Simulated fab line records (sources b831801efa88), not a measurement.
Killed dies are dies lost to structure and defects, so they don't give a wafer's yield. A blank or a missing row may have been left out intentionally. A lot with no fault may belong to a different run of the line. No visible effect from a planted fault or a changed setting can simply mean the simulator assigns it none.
Chamber matching ; flow gf180mcu ; GF_V3_CMP_26 on cmp-02: 4 sister chambers
The step polishes, stops on SiO2, t overpolish 15 s, target thk 0 nm. 8 wafers are shown with their chamber, then 10 later ones without.

== WAFERS WITH THEIR CHAMBER ==
wafer;chamber;motor current A (A);time to endpoint s (s)
L088.1;2;11.3;77
L088.5;0;9.4;75
L089.5;3;10.2;81
L090.2;1;11.0;82
L090.4;0;9.7;81
L090.6;1;10.2;80
L091.1;3;9.8;78
L091.5;2;11.4;82

== WAFERS MISSING THEIR CHAMBER ==
wafer;motor current A (A);time to endpoint s (s)
L091.6;11.2;81
L092.3;9.0;78
L092.4;11.6;82
L092.5;9.4;76
L095.1;11.0;87
L095.5;10.2;82
L095.6;11.2;85
L097.1;9.3;81
L097.3;11.1;84
L097.5;11.7;89

== CHAMBER TAKEN BY EACH ==
wafer;from the rows above;in truth
L091.6;can't be placed: 2 or 1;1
L092.3;can't be placed: 0 or 3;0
L092.4;can't be placed: 2 or 1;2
L092.5;can't be placed: 0 or 3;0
L095.1;can't be placed: 1 or 2 or 3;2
L095.5;can't be placed: 3 or 1 or 0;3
L095.6;can't be placed: 2 or 1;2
L097.1;can't be placed: 0 or 3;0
L097.3;can't be placed: 2 or 1 or 3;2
L097.5;can't be placed: 2 or 1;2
0 of 10 placed correctly. Unplaceable from these rows: 10, with the true chamber sitting among the candidates in 10. Wrongly placed: 0.
How it was worked out, from the rows above alone: a wafer's distance from a chamber is the root of the sum, over the readings, of the square of ((its reading less the chamber's mean) divided by the reading's scatter). If the next closest chamber is less than 2 further off than the closest, the wafer can't be placed; otherwise it belongs to the closest. The mean given for a chamber averages the wafers shown for that chamber. The scatter: take each reading less its chamber's mean, square it, sum over the shown wafers, divide by the number of wafers less the number of chambers, and take the root.
